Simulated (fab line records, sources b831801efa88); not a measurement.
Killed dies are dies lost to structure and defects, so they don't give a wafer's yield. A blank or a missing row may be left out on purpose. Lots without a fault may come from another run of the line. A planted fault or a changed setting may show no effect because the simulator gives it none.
One fault seen from 2 desks | flow gf180mcu | each desk has only its own numbers; what lay behind them comes last

THE METROLOGY DESK
What the gauges read, lot by lot, whatever tool the lot ran on: means of the sampled wafers that have a number. A lot is out of limits, marked OUT, if its mean lies more than 4 standard deviations from the usual mean; the brackets give that distance.
Columns: A = cd_nm at GF_POLY_GATE_CD_MEAS_10, usual 279.7 nm; B = HV_LDD_TW at GF_HV_LDD_TW_MEAS_11, usual 2394; C = CONTACT_CVD_00_THK at GF_CONTACT_THK_MEAS_01, usual 300.7 nm
lot  | first seen here | A     | B    | C
L203 | day 10 01:57    | 279.7 | 2387 | 304.1
L204 | day 10 11:29    | 277.7 | 2390 | 299.3
L205 | day 10 12:08    | 279.6 | 2410 | 302.9
L206 | day 10 20:34    | 281.8 | 2399 | 303.1
L208 | day 11 13:48    | 279.2 | 2388 | 300.3
L211 | day 12 01:39    | 280.9 | 2390 | 301.9
L210 | day 12 01:55    | 279.8 | 2405 | 304.4
L212 | day 12 09:06    | 277.3 | 2398 | 303.0
L214 | day 12 22:02    | 278.9 | 2403 | 299.7
L215 | day 13 06:53    | 278.4 | 2420 | 447.4 (+49) OUT
L216 | day 13 16:21    | 279.0 | 2399 | 451.3 (+50) OUT
L222 | day 15 07:04    | 280.7 | 2377 | 297.5
L224 | day 15 16:14    | 277.9 | 2375 | 299.7
This desk's finding: out of limits on L215, L216; first on L215, day 20 05:14 (CONTACT_CVD_00_THK at GF_CONTACT_THK_MEAS_01). In limits: L203, L204, L205, L206, L208, L211, L210, L212, L214, L222, L224.

THE TOOL OWNER'S DESK: hdpcvd-02
The tool's own readings at GF_CONTACT_CVD_00 (deposits SiO2, target thk 300 nm, time 50 s): means of the sampled wafers that have a number, for each lot that ran on this tool. A lot is out of limits, marked OUT, if its mean lies more than 4 standard deviations from the usual mean; the brackets give that distance.
Columns: A = sih4_flow_sccm at GF_CONTACT_CVD_00, usual 60.03 sccm
lot  | first seen here | A
L203 | day 16 11:02    | 59.99
L205 | day 16 23:52    | 60.18
L206 | day 17 04:16    | 59.84
L208 | day 18 01:32    | 59.94
L211 | day 18 20:33    | 59.78
L210 | day 18 21:15    | 60.14
L212 | day 19 06:51    | 59.95
L214 | day 19 21:00    | 60.02
L215 | day 20 05:11    | 90.06 (+99 or more) OUT
L216 | day 20 16:55    | 90.04 (+99 or more) OUT
This desk's finding: out of limits on L215, L216; first on L215, day 20 05:11 (sih4_flow_sccm at GF_CONTACT_CVD_00). In limits: L203, L205, L206, L208, L211, L210, L212, L214.

PUT TOGETHER
The tool owner's desk could have raised an alarm at day 20 05:11, on L215, L216.
The metrology desk could have raised an alarm at day 20 05:14, on L215, L216.
Of the lots named, all ran GF_CONTACT_CVD_00 on hdpcvd-02.

WHAT THE SIMULATOR HAD PUT IN
Process parameter drift: hdpcvd-02, from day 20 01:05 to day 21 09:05, at GF_CONTACT_CVD_00. Setting sih4_flow_sccm, moved by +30, from 60. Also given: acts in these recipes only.
Lots struck among those shown: L215, L216.
Hours from the fault's start to each desk's first reading out of limits: the tool owner's desk, 4; the metrology desk, 4.
